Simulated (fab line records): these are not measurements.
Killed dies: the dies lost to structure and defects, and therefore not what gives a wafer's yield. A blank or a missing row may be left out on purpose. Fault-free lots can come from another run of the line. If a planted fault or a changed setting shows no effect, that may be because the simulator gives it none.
Chamber matching + flow gf180mcu + GF_CONTACT_CMP_27 on cmp-02 has 4 sister chambers
The step polishes, stops on SiO2, t overpolish 15 s, target thk 0 nm. 8 wafers are shown with their chamber, then 8 later ones without.

## WAFERS, EACH WITH ITS CHAMBER
| wafer  | chamber | motor current A (A) | head pressure psi (psi) |
|--------|---------|---------------------|-------------------------|
| L391.2 | 1       | 10.7                | 3.498                   |
| L391.3 | 3       | 11.9                | 3.494                   |
| L392.5 | 3       | 12.2                | 3.495                   |
| L392.6 | 0       | 10.3                | 3.492                   |
| L394.2 | 0       | 10.7                | 3.492                   |
| L394.3 | 1       | 9.6                 | 3.496                   |
| L394.5 | 2       | 12.2                | 3.510                   |
| L404.1 | 2       | 12.1                | 3.495                   |

## WAFERS MISSING THEIR CHAMBER
| wafer  | motor current A (A) | head pressure psi (psi) |
|--------|---------------------|-------------------------|
| L404.4 | 11.1                | 3.503                   |
| L404.6 | 11.6                | 3.505                   |
| L405.2 | 11.7                | 3.507                   |
| L405.4 | 11.5                | 3.494                   |
| L405.6 | 12.1                | 3.501                   |
| L406.2 | 10.7                | 3.511                   |
| L406.3 | 9.8                 | 3.497                   |
| L406.5 | 10.1                | 3.491                   |

## THE CHAMBER EACH PASSED THROUGH
| wafer  | from the rows above               | in truth |
|--------|-----------------------------------|----------|
| L404.4 | can't be placed: 2 or 1 or 0 or 3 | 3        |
| L404.6 | can't be placed: 2 or 3           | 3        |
| L405.2 | can't be placed: 2 or 3           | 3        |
| L405.4 | can't be placed: 3 or 2 or 0 or 1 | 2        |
| L405.6 | can't be placed: 2 or 3           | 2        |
| L406.2 | can't be placed: 1 or 0 or 2 or 3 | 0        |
| L406.3 | can't be placed: 1 or 0           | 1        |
| L406.5 | can't be placed: 0 or 1           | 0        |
0 of 8 placed correctly. Unplaceable from these rows: 8, with the true chamber sitting among the candidates in 8. 0 placed wrongly.
How it was worked out, from the rows above alone: a wafer's distance from a chamber is the root of the sum, over the readings, of the square of ((its reading less the chamber's mean) divided by the reading's scatter). The wafer belongs to the nearest chamber; if the next one is less than 2 further off, it can't be placed. A chamber's mean is the mean of its shown wafers. How the scatter is found: for the shown wafers, subtract from each reading the mean of its chamber, square and add these, divide the total by (wafers less chambers), then take the root.
